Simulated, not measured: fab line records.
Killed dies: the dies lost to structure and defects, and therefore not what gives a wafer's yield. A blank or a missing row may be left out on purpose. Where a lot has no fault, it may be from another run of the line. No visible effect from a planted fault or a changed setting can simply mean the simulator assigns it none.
Problem report in the 8D (eight disciplines) form, filled by code | flow sky130 | the parts of the form that need people (team, actions taken, sign-off) are left out

## 1. WHAT WENT WRONG
Mean of exposure-dose-mJ-cm2 at SKY_SONOS_TUNNEL_EXPOSE_04: 134.09 across 9 wafers in 3 lots; on wafers with no fault it is 135.94 (standard deviation 0.13). That puts it -14 standard deviations away from the usual mean.
The step: exposes mask TUNM, target cd 410 nm.
The first sign was on wafer L446.1 at day 11 23:04, on iline-stepper-01. Wafers with a number at this step in the record: 45, from 15 lots. The rule behind "out" and "out of limits": a value lying over 4 standard deviations away from the usual mean. The rest of the wafers with a number are treated as sound.

## 2. WHAT IT IS; WHAT IT IS NOT
question                    | is                     | is not
which readings at this step | exposure-dose-mJ-cm2   | -
which lots                  | L446, L450, L451       | L442, L443, L444, L445, L447, L453, L454, L456, L458, L460, L462, L463
which wafers of those lots  | all that have a number | -
read on which tools         | iline-stepper-01       | iline-stepper-02
when                        | from day 11 23:04      | up to then (12 sound wafers); but 24 sound wafers of L447, L453, L454, L456, L458, L460, L462, L463 came after

## 3. WHAT RULES OUT EACH SUSPECT
Counting: any tool at a process step up to the reading is kept as a suspect provided that every lot that is out went through it and no sound lot did after the first of them.
- iline-stepper-01 at SKY_SONOS_TUNNEL_EXPOSE_04 (exposes mask TUNM, target cd 410 nm): kept. Every lot that is out went through it, starting with L446 (day 11 23:04), and after that it ran no sound lot; the last sound lot it ran before then is L445 (day 11 15:26). On those wafers its own readings are out: exposure-dose-mJ-cm2.
Remaining after the count: iline-stepper-01 at SKY_SONOS_TUNNEL_EXPOSE_04.

## 4. THE CAUSE (what the simulator had put in)
Process parameter drift: iline-stepper-01, from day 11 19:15 on, at SKY_SONOS_TUNNEL_EXPOSE_04. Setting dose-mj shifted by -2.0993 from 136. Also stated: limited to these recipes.
Only this tool survived the counting.

## 5. THE EFFECT CHAIN, in route order
Each row: a reading where the mean over the struck wafers with a number is more than 3 standard deviations away from the usual. Scope: only readings with a usual standard deviation given in the record; hours: median across lots of the time from each lot's start at the first step in this table that gives one to its start at this step; sigmas: change in usual standard deviations.
hours | step                       | reading              | usual  | on struck wafers | change | sigmas
0     | SKY_SONOS_TUNNEL_EXPOSE_04 | exposure-dose-mJ-cm2 | 135.94 | 134.09           | -1.85  | -14
Here are the process steps it includes:
- SKY_SONOS_TUNNEL_EXPOSE_04: exposes mask TUNM, target cd 410 nm.

## 6. WHAT WOULD HAVE CAUGHT IT SOONER
The fault began at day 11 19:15; the first out-of-limits reading in this record came at day 11 23:04, 4 hours later.
